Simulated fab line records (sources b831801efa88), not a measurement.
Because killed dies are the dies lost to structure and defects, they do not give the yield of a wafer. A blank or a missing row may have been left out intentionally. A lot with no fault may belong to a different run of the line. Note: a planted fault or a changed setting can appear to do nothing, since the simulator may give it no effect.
8D (eight disciplines) problem report, filled in by code + flow sky130 + the parts of the form that need people (team, actions taken, sign-off) are left out

1. WHAT WENT WRONG
LDD_P_TW at SKY_LDD_P_TW_MEAS_11 reads a mean of 372 on 6 wafers of 2 lots; wafers without a fault read 629 with a standard deviation of 5.1. That is -50 standard deviations from the usual mean.
Seen first at day 23 15:09 on film_metro-02, wafer L347.1. Wafers with a number at this step in the record: 36, from 12 lots. The rule behind "out" and "out of limits": a value lying over 4 standard deviations away from the usual mean. The other wafers with a number count as sound.

2. WHAT IT IS; WHAT IT IS NOT
| question                    | is                           | is not                                                                                                  |
|-----------------------------|------------------------------|---------------------------------------------------------------------------------------------------------|
| which readings at this step | LDD_P_TW                     | -                                                                                                       |
| which lots                  | L347, L348                   | L337, L338, L342, L352, L353, L354, L355, L356, L357, L358                                              |
| which wafers of those lots  | all that have a number       | -                                                                                                       |
| read on which gauges        | film_metro-01, film_metro-02 | film_metro-04                                                                                           |
| when                        | from day 23 15:09            | up to then (9 sound wafers); but 21 sound wafers of L352, L353, L354, L355, L356, L357, L358 came after |

3. THE SUSPECTS, EACH WITH WHAT RULES IT OUT
Counting: a tool at any process step up to the reading remains a suspect when it ran all the lots that are out and ran no sound lot after the first of those.
- the gauge at SKY_LDD_P_TW_MEAS_11 is ruled out. 2 gauges (film_metro-01, film_metro-02) read the wafers that are out.
- implanter-02 at SKY_LDD_P_IMPLANT_09: ruled out as a lasting fault. Following L347 (day 23 14:54), the first lot on it that is out, the sound lots L354, L356, L357, L358 were run on it.
Left after counting: nothing in the record.

4. THE CAUSE (what the simulator had put in)
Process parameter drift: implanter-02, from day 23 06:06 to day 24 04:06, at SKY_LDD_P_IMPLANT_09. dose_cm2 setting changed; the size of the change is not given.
It was ruled out by counting, in error; the rule expects a fault to strike all lots run on its tool from its start on, and this fault did not.

5. THE CHAIN OF EFFECTS, in route order
Rows list readings where the struck wafers' mean (over those with a number) sits beyond 3 standard deviations from the usual. Readings are gone through only where the record gives a usual standard deviation; hours: the median, over the lots, of the time from a lot's start at the first step in this table giving one to that lot's start at this step; sigmas: the change measured in usual standard deviations.
| hours | step                 | reading            | usual      | on struck wafers | change      | sigmas      |
|-------|----------------------|--------------------|------------|------------------|-------------|-------------|
| 0     | SKY_LDD_P_IMPLANT_09 | dose_ions_cm2      | 1.0001e+13 | 1.8033e+12       | -8.1977e+12 | -99 or more |
| 0     | SKY_LDD_P_IMPLANT_09 | faraday_current_uA | 56.3       | 10.2             | -46.1       | -42         |
| 0     | SKY_LDD_P_TW_MEAS_11 | LDD_P_TW           | 629        | 372              | -257        | -50         |
It contains these process steps:
- SKY_LDD_P_IMPLANT_09
Later measuring or inspecting steps at which every struck wafer that the step has a row for has a number for every such reading, and none has moved that far: SKY_RES_XHIGH_TW_MEAS_09.

6. HOW IT WOULD HAVE BEEN CAUGHT EARLIER
9 hours passed between the start of the fault at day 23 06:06 and the first reading out of limits at a measuring or inspecting step in this record, taken at day 23 15:09.
The tool's own readings at SKY_LDD_P_IMPLANT_09 were out on every struck wafer that the step has a row for (dose_ions_cm2, faraday_current_uA): an alarm limit on them would have fired on the first of those.
